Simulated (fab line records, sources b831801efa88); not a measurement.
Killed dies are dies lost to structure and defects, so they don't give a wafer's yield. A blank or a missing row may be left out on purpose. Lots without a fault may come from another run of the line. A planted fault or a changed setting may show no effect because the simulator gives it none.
Which tool did it? | flow sky130 | 15 lots, 45 wafers sampled, at 3 steps of a route of 708

WHAT THE GAUGES READ, wafer by wafer
SKY_METAL1_THK_MEAS_06: measures by xrf.
lot  | measured     | on            | METAL1_ALCU_THK (nm)
L644 | day 31 13:44 | film_metro-02 | 252 250 250
L645 | day 31 18:38 | film_metro-01 | 255 256 255
L646 | day 32 03:02 | film_metro-04 | 250 252 245
L647 | day 32 10:48 | film_metro-04 | 247 247 250
L648 | day 32 21:58 | film_metro-01 | 251 252 251
L649 | day 33 08:35 | film_metro-04 | 252 247 249
L652 | day 34 13:44 | film_metro-04 | 242 244 242
L655 | day 35 05:22 | film_metro-02 | 246 245 249
L656 | day 35 16:54 | film_metro-01 | 254 254 254
L660 | day 36 21:07 | film_metro-04 | 248 244 248
L661 | day 37 04:58 | film_metro-04 | 247 250 249
L662 | day 37 07:46 | film_metro-02 | 249 250 249
L664 | day 38 03:46 | film_metro-04 | 247 248 248
L663 | day 38 05:50 | film_metro-02 | 249 252 252
L667 | day 38 18:37 | film_metro-02 | 251 252 247

SKY_VIA1_BOW_MEAS_03.
lot  | measured     | on            | VIA1_BOW (um)
L644 | day 32 18:20 | film_metro-03 | 82 84 77
L645 | day 32 22:43 | film_metro-01 | 89 78 90
L646 | day 33 07:31 | film_metro-03 | 86 68 69
L647 | day 33 14:36 | film_metro-02 | 86 90 80
L648 | day 34 01:49 | film_metro-03 | 84 92 77
L649 | day 34 11:50 | film_metro-01 | 79 75 87
L652 | day 35 18:03 | film_metro-02 | 91 97 94
L655 | day 36 08:20 | film_metro-03 | 75 88 76
L656 | day 36 20:36 | film_metro-01 | 79 74 69
L660 | day 38 00:22 | film_metro-03 | 82 79 80
L661 | day 38 08:20 | film_metro-01 | 85 87 100
L662 | day 38 10:48 | film_metro-01 | 88 80 79
L664 | day 39 06:33 | film_metro-01 | 78 80 81
L663 | day 39 09:04 | film_metro-03 | 85 85 76
L667 | day 39 20:50 | film_metro-01 | 82 82 83

SKY_VIA1_CD_MEAS_12: target cd 150 nm.
lot  | measured     | on        | cd_nm (nm)
L644 | day 33 20:43 | cd_sem-02 | 149.1 149.2 149.1
L645 | day 34 01:14 | cd_sem-01 | 150.6 147.5 150.4
L646 | day 34 09:38 | cd_sem-02 | 151.0 150.3 150.2
L647 | day 34 17:37 | cd_sem-01 | 150.5 149.6 151.3
L648 | day 35 03:59 | cd_sem-01 | 150.4 153.1 150.6
L649 | day 35 14:52 | cd_sem-01 | 153.0 151.7 152.0
L652 | day 36 19:52 | cd_sem-02 | 152.7 152.5 153.5
L655 | day 37 10:38 | cd_sem-01 | 151.8 151.2 150.6
L656 | day 37 22:08 | cd_sem-01 | 149.0 148.8 147.6
L660 | day 39 01:58 | cd_sem-02 | 149.9 148.5 151.6
L661 | day 39 09:37 | cd_sem-01 | 150.1 149.9 149.5
L662 | day 39 11:29 | cd_sem-02 | 152.2 152.5 153.4
L664 | day 40 06:55 | cd_sem-01 | 149.7 152.0 151.0
L663 | day 40 09:54 | cd_sem-02 | 150.7 147.7 148.8
L667 | day 40 21:29 | cd_sem-01 | 148.9 151.2 150.7

WHICH TOOL RAN EACH LOT (tool, then ch and the chambers of the sampled wafers, then the start)
The record holds no process step before these readings.

WHAT THE TOOLS THEMSELVES READ (means of the sampled wafers that have a number; where no wafer has one, the mark that the record gives instead)
The record holds no such reading with a usual standard deviation.

THE ANSWER, worked out from the rows above alone
Rule: what is usual is taken from the lots themselves. Put in order of their means at a reading, lots are off if they are a third of the lots or fewer, leave a main group of 4 or more, and stand apart from it by a gap of 3 or more times the standard deviation of the main group's means; of several such gaps the widest counts. A main group whose means are all the same, to the digits that the tables above print for the reading, isn't used. A lot without any number at a reading at which 4 lots or more have one is off too. The other lots that the step has rows for count as sound. The gauges are gone through in route order, then the tools' own readings, and for those a lot's mean is taken as printed above. The first step at which some lot is off is used, and at that step the reading that is off furthest; a lot without a number counts as furthest.
No lot is off at any reading shown: from this, nothing can be told.

WHAT THE SIMULATOR HAD PUT IN
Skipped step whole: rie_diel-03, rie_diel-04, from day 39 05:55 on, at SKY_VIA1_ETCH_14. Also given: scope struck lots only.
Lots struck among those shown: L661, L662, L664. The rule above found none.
